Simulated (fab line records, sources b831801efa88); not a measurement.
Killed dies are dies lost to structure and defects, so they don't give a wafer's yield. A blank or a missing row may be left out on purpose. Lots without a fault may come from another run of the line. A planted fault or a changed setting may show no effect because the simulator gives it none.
Which tool did it? | flow gf180mcu | 6 lots, 18 wafers sampled, at 3 steps of a route of 602

WHAT THE GAUGES READ, wafer by wafer
GF_M3_RS_MEAS_05: measures by four-point-probe.
lot  | measured     | on            | M3_ALCU_RS (ohm/sq)
L974 | day 21 16:56 | film_metro-02 | 0.0706 0.0702 0.0689
L977 | day 22 13:20 | film_metro-02 | 0.0690 0.0700 0.0701
L982 | day 24 07:37 | film_metro-04 | 0.0713 0.0715 0.0706
L989 | day 26 14:43 | film_metro-02 | 0.0709 0.0704 0.0693
L991 | day 27 06:55 | film_metro-02 | 0.0701 0.0699 0.0700
L994 | day 27 22:31 | film_metro-02 | 0.0684 0.0692 0.0682

WHICH TOOL RAN EACH LOT (tool, then ch and the chambers of the sampled wafers, then the start)
lot  | GF_M2_STRIP_17                       | GF_M3_SPUTTER_04
L974 | plasma_asher-03 ch 0,1, day 20 14:08 | pvd_sputter-01, day 21 16:54
L977 | plasma_asher-03 ch 0,1, day 21 11:09 | pvd_sputter-04, day 22 13:16
L982 | plasma_asher-03 ch 0,1, day 23 05:55 | pvd_sputter-04, day 24 07:34
L989 | plasma_asher-02 ch 0,1, day 25 15:02 | pvd_sputter-01, day 26 14:38
L991 | plasma_asher-02 ch 0,1, day 26 07:27 | pvd_sputter-01, day 27 06:52
L994 | plasma_asher-04 ch 0,1, day 26 23:12 | pvd_sputter-04, day 27 22:28
- GF_M2_STRIP_17: strips in O2/N2.
- GF_M3_SPUTTER_04: material TiN, target thk 50 nm, time 41.7 s.

THE ANSWER, worked out from the rows above alone
Rule: what is usual is taken from the lots themselves. Put in order of their means at a reading, lots are off if they are a third of the lots or fewer, leave a main group of 4 or more, and stand apart from it by a gap of 3 or more times the standard deviation of the main group's means; of several such gaps the widest counts. A main group whose means are all the same, to the digits that the tables above print for the reading, isn't used. A lot without any number at a reading at which 4 lots or more have one is off too. The other lots that the step has rows for count as sound.
No lot is off at any reading shown: from this, nothing can be told.

WHAT THE SIMULATOR HAD PUT IN
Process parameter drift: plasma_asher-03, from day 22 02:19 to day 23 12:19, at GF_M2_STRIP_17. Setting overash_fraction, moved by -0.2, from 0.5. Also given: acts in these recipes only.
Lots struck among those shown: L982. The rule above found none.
